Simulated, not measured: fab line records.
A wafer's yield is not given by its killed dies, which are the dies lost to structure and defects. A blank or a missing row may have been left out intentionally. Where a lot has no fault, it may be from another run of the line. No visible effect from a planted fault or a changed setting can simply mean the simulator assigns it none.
Which tool was responsible? | flow sky130 | 18 wafers from 6 lots sampled at 2 of the route's 708 steps

== WHAT THE GAUGES SHOWED, per wafer ==
SKY_VIA1_CD_MEAS_12: target cd 150 nm.
lot  | measured     | on        | cd_nm (nm)
L134 | day 35 13:56 | cd_sem-02 | 150.1 150.9 150.8
L136 | day 36 00:41 | cd_sem-02 | 149.5 150.7 151.4
L138 | day 36 17:23 | cd_sem-02 | 147.5 149.0 149.6
L147 | day 39 11:50 | cd_sem-01 | 151.1 150.6 150.8
L151 | day 40 12:44 | cd_sem-01 | 149.9 148.0 148.1
L153 | day 41 13:02 | cd_sem-02 | 148.9 149.1 149.2

== WHICH TOOL RAN EACH LOT (tool, then ch and the chambers of the sampled wafers, then the start) ==
lot  | SKY_CONTACT_CVD_24
L134 | cvd_w-01 ch 0,1, day 33 06:49
L136 | cvd_w-01 ch 0,1, day 33 18:27
L138 | cvd_w-02 ch 0,1, day 34 10:38
L147 | cvd_w-01 ch 1, day 37 06:29
L151 | cvd_w-02 ch 0,1, day 38 08:17
L153 | cvd_w-01 ch 0,1, day 39 10:42
- SKY_CONTACT_CVD_24: deposits W, target thk 340 nm, time 102.12 s.

== THE ANSWER, worked out from the rows above alone ==
Rule: the usual values come from the lots themselves. Put in order of their means at a reading, lots are off if they are a third of the lots or fewer, leave a main group of 4 or more, and stand apart from it by a gap of 3 or more times the standard deviation of the main group's means; of several such gaps the widest counts. Not used: any main group whose means are identical at the precision the tables above print for the reading. Also off: a lot with no number at a reading for which 4 or more lots have one. All remaining lots with rows at the step are treated as sound.
Nothing can be told from this: no lot is off at any reading shown.

== WHAT THE SIMULATOR HAD PUT IN ==
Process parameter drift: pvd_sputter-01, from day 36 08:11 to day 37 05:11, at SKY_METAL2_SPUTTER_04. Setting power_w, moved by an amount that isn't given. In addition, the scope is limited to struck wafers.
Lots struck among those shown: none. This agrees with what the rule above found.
